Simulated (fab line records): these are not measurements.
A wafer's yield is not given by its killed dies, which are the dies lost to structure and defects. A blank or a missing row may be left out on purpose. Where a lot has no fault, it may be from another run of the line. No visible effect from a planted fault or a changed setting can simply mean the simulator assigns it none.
fab line records	flow sky130
record: lots: 6	wafers: 18	last_day: 50
route steps=708 shown CONTACT@421 METAL1@434 PAD_OPEN@708
lots that met no fault: from a run of the same line without faults
start_h: hours from the record's opening day to when the first of the lot's shown wafers began	wait_h: time in hours since the lot's previous step	" repeats the value in the row above	L1.1+2: one row covering several wafers at once	- value missing, or start not given	* or withheld: withheld	< > ~ a bound
route shown NAME@n: a module of which the file shows steps, and the number in the route of the first	usual: mean and standard deviation over wafers with no fault	same: alike in all rows	chamber/n: place in a boat	sites: per-site readings	_std_site: standard deviation across them	_edge_site: inner sites' mean taken away from outer sites' mean	radius_mm: how far each site lies from the wafer's centre	mask NAME#n: copy n	behind: the last tool/chamber to shape the wafer	hold: reason for holding the lot/hours on hold/outcome of the hold	device: which transistor (n, p or np) failed to switch	end of line: the same wafers' tests at the end of the route	step lacking rows: just its recipe	killed: at the first sort, the dies lost to defects and structure; wafer yield is something else	map: shows each die of a wafer: x if killed, . if not, _ if none is there
set.NAME: the setting that was run; set.NAME@STEP: the one run at that earlier step	model.NAME: the simulator's own value behind a step, which no gauge read
lots at some steps of the route; a table a step, a row a wafer
services: from which hour (start_h, from the record's first day; less than 0 if before it) a tool's chamber was out of use, for how many hours, and why
== steps ==
step: SKY_CONTACT_OVL_MEAS_15
usual: CONTACT_OVL: 0/7
lot.wafer	tool	chamber	start_h	wait_h	CONTACT_OVL[nm]
L860.1	overlay-02	-	738.78	0.1	5
L860.4	"	-	"	"	4
L860.5	"	-	"	"	3
L867.3	overlay-02	-	795.72	0.1	0
L867.4	"	-	"	"	0
L867.6	"	-	"	"	-3
L868.1	overlay-02	-	804.83	0.1	9
L868.2	"	-	"	"	8
L868.5	"	-	"	"	6
L874.1	overlay-01	-	875.91	0.1	1
L874.3	"	-	"	"	-4
L874.6	"	-	"	"	-16
L879.2	overlay-01	-	897.21	0.1	-7
L879.3	"	-	"	"	-3
L879.4	"	-	"	"	-8
L882.1	overlay-02	-	908.48	0.1	-6
L882.4	"	-	"	"	6
L882.5	"	-	"	"	-6
step: SKY_CONTACT_ETCH_16
recipe: chemistry: N2/H2	target: BARC	ion_energy_ev: 200	source_w: 500	bias_w: 100	pressure_mtorr: 30	n2_flow_sccm: 100	h2_flow_sccm: 200	stop_on: SiO2	time_s: 45.9	target_depth_a: 600
step: SKY_CONTACT_ETCH_17
recipe: target: SiO2	chemistry: C4F8/O2/Ar	stop_on: Si3N4	mask_material: KrF-thick	source_w: 1500	bias_w: 1200	pressure_mtorr: 40	c4f8_flow_sccm: withheld	O2_flow_sccm: 6	Ar_flow_sccm: 300	time_s: withheld	target_depth_a: 3400
usual: oes_product_au: 0.892/0.0048
lot.wafer	tool	chamber	start_h	wait_h	oes_product_au
L860.1	rie_diel-04	0	738.86	0.0	0.893
L860.4	"	2	"	"	0.898
L860.5	"	2	"	"	0.895
L867.3	rie_diel-03	3	795.78	0.0	0.892
L867.4	"	0	"	"	0.891
L867.6	"	3	"	"	0.888
L868.1	rie_diel-03	0	804.91	0.0	0.896
L868.2	"	2	"	"	0.890
L868.5	"	3	"	"	0.900
L874.1	rie_diel-04	1	875.98	0.0	0.890
L874.3	"	3	"	"	0.893
L874.6	"	2	"	"	0.890
L879.2	rie_diel-01	3	897.28	0.0	0.893
L879.3	"	2	"	"	0.884
L879.4	"	1	"	"	0.896
L882.1	rie_diel-03	2	908.56	0.0	0.891
L882.4	"	0	"	"	0.888
L882.5	"	2	"	"	0.885
step: SKY_CONTACT_ETCH_18
recipe: target: Si3N4	chemistry: CHF3/O2	stop_on: TiN	source_w: 600	bias_w: 200	pressure_mtorr: 40	chf3_flow_sccm: 50	O2_flow_sccm: 5	time_s: 39	target_depth_a: 750
usual: O2_flow_sccm: 4.999/0.014	drypump_motor_current_A: 5.5/0.53	oes_product_au: 0.857/0.0077	throttle_valve_pct: 8.794/0.0091
lot.wafer	tool	chamber	start_h	wait_h	O2_flow_sccm	drypump_motor_current_A	oes_product_au	rf_hours_counter_h	throttle_valve_pct
L860.1	rie_diel-04	0	-	-	4.971	5.0	0.853	41	8.788
L860.4	"	2	"	"	5.004	5.2	0.864	7	8.799
L860.5	"	2	"	"	4.989	5.2	0.870	-	8.800
L867.3	rie_diel-03	3	-	-	4.984	5.4	0.857	8	8.780
L867.4	"	0	"	"	4.993	5.6	0.863	1	8.784
L867.6	"	3	"	"	4.995	5.4	0.867	-	8.798
L868.1	rie_diel-03	0	-	-	4.974	5.6	0.852	1	8.795
L868.2	"	2	"	"	5.028	6.6	0.847	10	8.794
L868.5	"	3	"	"	5.019	5.4	0.861	-	8.780
L874.1	rie_diel-04	1	-	-	5.003	6.0	0.854	24	8.789
L874.3	"	3	"	"	5.015	5.2	0.853	10	8.771
L874.6	"	2	"	"	5.013	5.2	0.853	-	8.786
L879.2	rie_diel-01	3	-	-	4.989	6.0	0.847	2	8.806
L879.3	"	2	"	"	5.025	5.0	0.855	24	8.801
L879.4	"	1	"	"	5.004	6.0	0.866	10	8.800
L882.1	rie_diel-03	2	-	-	4.989	6.6	0.848	13	8.792
L882.4	"	0	"	"	4.996	5.6	0.857	5	8.774
L882.5	"	2	"	"	4.985	6.6	0.862	-	8.800
step: SKY_CONTACT_STRIP_19
recipe: chemistry: O2/N2	power_w: 1400	pressure_mtorr: 1500	platen_temp_c: withheld	o2_flow_sccm: 3000	n2_flow_sccm: 300	overash_fraction: 0.5
usual: drypump_motor_current_A: 5.3/0.34	oes_product_au: 0.380/0.0047	strip_time_to_endpoint_s: 3.607/0.02
lot.wafer	tool	chamber	start_h	wait_h	drypump_motor_current_A	oes_product_au	rf_hours_counter_h	strip_time_to_endpoint_s
L860.1	plasma_asher-01	0	738.95	-	4.8	0.379	31	3.614
L860.4	"	0	"	"	4.8	0.382	-	3.611
L860.5	"	0	"	"	4.8	0.377	-	3.613
L867.3	plasma_asher-02	1	795.91	-	5.6	0.374	-	3.601
L867.4	"	0	"	"	5.0	0.385	-	3.630
L867.6	"	1	"	"	5.6	0.386	-	3.626
L868.1	plasma_asher-03	1	805.00	-	5.7	0.379	96	3.629
L868.2	"	0	"	"	5.5	0.379	96	3.604
L868.5	"	1	"	"	5.8	0.374	-	3.623
L874.1	plasma_asher-02	0	876.07	-	4.9	0.375	76	3.613
L874.3	"	1	"	"	5.6	0.376	-	3.623
L874.6	"	0	"	"	4.9	0.386	-	3.588
L879.2	plasma_asher-01	0	897.37	-	4.8	0.381	45	3.625
L879.3	"	0	"	"	4.8	0.377	-	3.594
L879.4	"	1	"	"	5.3	0.377	-	3.611
L882.1	plasma_asher-02	1	908.65	-	5.6	0.381	80	3.576
L882.4	"	0	"	"	5.0	0.380	-	3.590
L882.5	"	0	"	"	5.0	0.381	-	3.607
step: SKY_CONTACT_STRIP_20
recipe: chemistry: post_etch_residue_remover	time_s: 1200	temp_c: 72.5
step: SKY_CONTACT_CLEAN_21
recipe: chemistry: IPA	time_s: 180	temp_c: 25
step: SKY_CONTACT_CLEAN_22
recipe: chemistry: O3/DIW	dry: n2_spin
step: SKY_CONTACT_SPUTTER_23
recipe: material: TiN	target_thk_nm: 20	chamber_pressure_pa: 5	power_w: 4000	time_s: 80
step: SKY_CONTACT_CVD_24
recipe: material: W	target_thk_nm: 340	time_s: 102.12	temp_c: 400	pressure_torr: 40
usual: heater_power_w: 848/100
lot.wafer	tool	chamber	start_h	wait_h	heater_power_w
L860.1	cvd_w-01	1	739.60	0.0	824
L860.4	"	1	"	"	841
L860.5	"	1	"	"	807
L867.3	cvd_w-02	1	796.56	0.1	1008
L867.4	"	0	"	"	954
L867.6	"	1	"	"	1032
L868.1	cvd_w-01	1	805.65	0.0	818
L868.2	"	0	"	"	749
L868.5	"	1	"	"	817
L874.1	cvd_w-01	1	876.77	0.0	842
L874.3	"	1	"	"	850
L874.6	"	1	"	"	843
L879.2	cvd_w-01	0	898.09	0.0	747
L879.3	"	1	"	"	859
L879.4	"	0	"	"	761
L882.1	cvd_w-01	0	909.34	0.1	731
L882.4	"	1	"	"	818
L882.5	"	0	"	"	729
step: SKY_CONTACT_RS_MEAS_25
recipe: thk_meas_gauge: four-point-probe	reads: W_of_CONTACT_CVD_24+TiN_of_CONTACT_SPUTTER_23
usual: CONTACT_W_RS: 0.337/0.0033
lot.wafer	tool	chamber	start_h	wait_h	CONTACT_W_RS[ohm/sq]
L860.1	film_metro-03	-	739.71	0.1	0.335
L860.4	"	-	"	"	0.336
L860.5	"	-	"	"	0.341
L867.3	film_metro-03	-	796.68	0.1	0.336
L867.4	"	-	"	"	0.340
L867.6	"	-	"	"	0.336
L868.1	film_metro-03	-	805.76	0.1	0.335
L868.2	"	-	"	"	0.338
L868.5	"	-	"	"	0.336
L874.1	film_metro-01	-	876.88	0.1	0.332
L874.3	"	-	"	"	0.337
L874.6	"	-	"	"	0.337
L879.2	film_metro-03	-	898.22	0.1	0.339
L879.3	"	-	"	"	0.338
L879.4	"	-	"	"	0.338
L882.1	film_metro-01	-	909.52	0.1	0.334
L882.4	"	-	"	"	0.338
L882.5	"	-	"	"	0.338
step: SKY_CONTACT_THK_MEAS_26
recipe: thk_meas_gauge: xrf	reads: W_of_CONTACT_CVD_24
usual: CONTACT_W_THK: 350/6
lot.wafer	tool	chamber	start_h	wait_h	CONTACT_W_THK[nm]
L860.1	film_metro-03	-	739.83	0.1	356
L860.4	"	-	"	"	354
L860.5	"	-	"	"	350
L867.3	film_metro-03	-	796.78	0.1	353
L867.4	"	-	"	"	349
L867.6	"	-	"	"	356
L868.1	film_metro-03	-	805.88	0.1	354
L868.2	"	-	"	"	351
L868.5	"	-	"	"	353
L874.1	film_metro-01	-	877.00	0.1	356
L874.3	"	-	"	"	351
L874.6	"	-	"	"	352
L879.2	film_metro-03	-	898.33	0.1	356
L879.3	"	-	"	"	354
L879.4	"	-	"	"	356
L882.1	film_metro-01	-	909.64	0.1	355
L882.4	"	-	"	"	351
L882.5	"	-	"	"	351
step: SKY_CONTACT_CMP_27
recipe: stop_on: SiO2	t_overpolish_s: 15	down_force_psi: 3.5	platen_rpm: 60	target_thk_nm: 0	pad_velocity_m_s: 0.94248
usual: motor_current_A: 10.6/0.88	overpolish_run_s: 15.000/0.0099	t_overpolish_s: 15/0	time_to_endpoint_s: 83/3.2
lot.wafer	tool	chamber	start_h	wait_h	motor_current_A	overpolish_run_s	t_overpolish_s	time_to_endpoint_s
L860.1	cmp-02	2	739.89	0.1	11.0	15.004	15	83
L860.4	"	3	"	"	9.2	15.000	15	84
L860.5	"	2	"	"	11.2	14.996	15	85
L867.3	cmp-02	3	796.82	0.0	9.0	17.832	17.827	88
L867.4	"	1	"	"	9.9	17.821	17.827	86
L867.6	"	3	"	"	8.9	17.849	17.827	86
L868.2	cmp-02	0	805.94	0.0	11.1	17.832	17.827	87
L868.1	"	2	"	"	11.0	17.804	17.827	94
L868.5	"	1	"	"	9.6	17.816	17.827	93
L874.1	cmp-02	3	877.06	0.1	9.7	15.004	15	83
L874.3	"	2	"	"	11.1	14.992	15	82
L874.6	"	3	"	"	8.8	15.015	15	82
L879.3	cmp-01	0	898.38	0.0	11.9	15.008	15	80
L879.4	"	1	"	"	11.3	15.005	15	82
L879.2	"	2	"	"	10.0	14.989	15	81
L882.1	cmp-02	0	909.70	0.1	11.9	14.997	15	81
L882.4	"	3	"	"	9.5	15.009	15	79
L882.5	"	1	"	"	10.2	14.992	15	84
step: SKY_METAL1_SPUTTER_00
recipe: material: Ti	target_thk_nm: 15	power_w: 3000	time_s: 10	chamber_pressure_pa: 0.4
usual: cathode_dc_power_W: 3000.0/0.57	throttle_valve_pct: 30.0/0.91
lot.wafer	tool	chamber	start_h	wait_h	cathode_dc_power_W	throttle_valve_pct
L860.1	pvd_sputter-02	-	740.19	0.2	2999.1	29.6
L860.4	"	-	"	"	3000.4	32.1
L860.5	"	-	"	"	2999.6	30.4
L867.3	pvd_sputter-01	-	797.12	0.2	2999.4	30.5
L867.4	"	-	"	"	3000.0	29.7
L867.6	"	-	"	"	2999.5	29.5
L868.1	pvd_sputter-01	-	806.24	0.1	2998.9	29.3
L868.2	"	-	"	"	3001.1	28.8
L868.5	"	-	"	"	2999.7	30.4
L874.1	pvd_sputter-02	-	877.36	0.2	3000.7	32.1
L874.3	"	-	"	"	2999.9	30.0
L874.6	"	-	"	"	3000.2	32.3
L879.2	pvd_sputter-02	-	898.68	0.1	2999.8	32.1
L879.3	"	-	"	"	2999.7	29.9
L879.4	"	-	"	"	2999.2	29.9
L882.1	pvd_sputter-04	-	910.00	0.2	2999.7	29.6
L882.4	"	-	"	"	3000.0	30.5
L882.5	"	-	"	"	3000.2	29.1
step: SKY_PAD_OPEN_PROBE_99
usual: killed_at_M0_to_M3: 44/7	killed_at_M4_up: 3.0/1.9	killed_at_contacts: 24/5.4	killed_at_front_end: 15/4.6	killed_at_other: 0.3/0.5	killed_dies: 87/10	killed_open: 47/7	killed_short: 40/6.2
same: gross_dies: 492	killed_at_back_side: 0
lot.wafer	tool	chamber	start_h	wait_h	killed_at_M0_to_M3	killed_at_M4_up	killed_at_contacts	killed_at_front_end	killed_at_other	killed_dies	killed_open	killed_short
L860.1	prober-01	-	1076.70	0.1	47	2	30	11	1	91	52	39
L860.4	prober-01	-	1076.85	0.2	41	2	22	23	0	88	46	42
L860.5	prober-01	-	1076.90	0.2	37	6	22	16	0	81	33	48
L868.1	prober-01	-	1128.11	0.1	52	1	17	18	0	88	44	44
L868.2	prober-01	-	1128.16	0.1	34	4	24	15	0	77	38	39
L868.5	prober-01	-	1128.31	0.2	42	4	30	13	0	89	46	43
killed by level:class
L860.1 CONTACT:geometric_particle:open=13 VIA2:geometric_particle:open=7 METAL2:geometric_particle:short=7 VIA3:geometric_particle:open=7 VIA1:geometric_particle:open=6 LI_CONTACT:geometric_particle:open=5 LOCAL_INTERCONNECT:geometric_particle:short=5 VIA1:geometric_particle:short=5
L860.4 VIA3:geometric_particle:short=8 FIELD_ISO:geometric_particle:open=7 VIA1:geometric_particle:open=6 VIA2:geometric_particle:open=6 VIA3:geometric_particle:open=6 FIELD_ISO:geometric_particle:short=5 LI_CONTACT:geometric_particle:open=5 LOCAL_INTERCONNECT:geometric_particle:short=5
L860.5 LOCAL_INTERCONNECT:geometric_particle:short=7 METAL2:geometric_particle:short=7 METAL4:geometric_particle:short=6 FIELD_ISO:geometric_particle:short=5 LI_CONTACT:geometric_particle:open=5 CONTACT:geometric_particle:open=5 VIA1:geometric_particle:open=5 VIA2:geometric_particle:short=5
L868.1 CONTACT:geometric_particle:open=8 VIA1:geometric_particle:open=8 CONTACT:geometric_particle:short=6 METAL3:geometric_particle:short=6 VIA2:geometric_particle:short=6 VIA2:geometric_particle:open=6 VIA3:geometric_particle:open=6 POLY_GATE:geometric_particle:short=5
L868.2 CONTACT:geometric_particle:short=7 CONTACT:geometric_particle:open=7 VIA2:geometric_particle:open=7 METAL2:geometric_particle:short=6 LI_CONTACT:geometric_particle:open=5 VIA1:geometric_particle:short=5 VIA1:geometric_particle:open=5 FIELD_ISO:geometric_particle:short=4
L868.5 VIA1:geometric_particle:open=9 VIA2:geometric_particle:open=9 LI_CONTACT:geometric_particle:open=8 CONTACT:geometric_particle:open=8 CONTACT:geometric_particle:short=7 VIA1:geometric_particle:short=5 METAL2:geometric_particle:short=5 FIELD_ISO:geometric_particle:open=4
== services ==
tool	chamber	start_h	hours	kind
rie_diel-04	-	721.22	2.8	pm
cvd_w-01	1	723.32	1.3	repair
cmp-01	-	744.00	4.0	pm
rie_diel-04	2	744.06	7.8	repair
plasma_asher-02	-	751.82	0.6	repair
rie_diel-04	3	754.95	7.3	repair
cvd_w-02	-	763.15	1.0	repair
rie_diel-04	1	767.04	1.6	repair
cvd_w-01	-	767.40	6.0	pm
plasma_asher-03	-	768.52	0.8	repair
cvd_w-02	-	768.61	1.1	repair
cvd_w-01	-	819.98	6.9	pm
rie_diel-04	1	820.03	11.9	repair
pvd_sputter-02	-	828.11	2.0	repair
rie_diel-01	-	837.49	0.2	repair
rie_diel-04	2	852.42	4.8	repair
plasma_asher-01	-	856.11	14.6	pm
cvd_w-01	1	858.83	10.6	repair
plasma_asher-02	-	869.48	2.8	pm
rie_diel-04	2	877.19	3.9	repair
pvd_sputter-02	-	880.78	6.8	repair
plasma_asher-01	-	884.01	5.9	repair
rie_diel-04	-	884.61	0.7	repair
pvd_sputter-01	-	886.78	1.3	repair
== key ==
first_sign: step: SKY_CONTACT_CMP_27	reading: t_overpolish_s	direction: up	sigmas: 99+	usual: 15	struck: 17.827
effect: step: SKY_CONTACT_CMP_27	reading: overpolish_run_s	direction: up	sigmas: 99+	usual: 15.000	struck: 17.826
met_at SKY_CONTACT_CMP_27
struck_wafers L867.3,L867.4,L867.6,L868.1,L868.2,L868.5
tester_left_out L867,L868
onset_between 739.89 796.82
fault: kind: process_parameter_drift	tool: cmp-02	chamber: -	onset_h: 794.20	steps: SKY_CONTACT_CMP_27	channel: t_overpolish_s	offset: 2.8268	shape: step	end_h: 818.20	acts_in: these_recipes_only	stated: 15
tester_left_out: of these lots the tester's yield and bins aren't shown, on N5 and GAA mostly nor the transistor test; their killed dies are dies lost to structure and defects alone, not to doping, threshold or leakage, so they don't give the yield
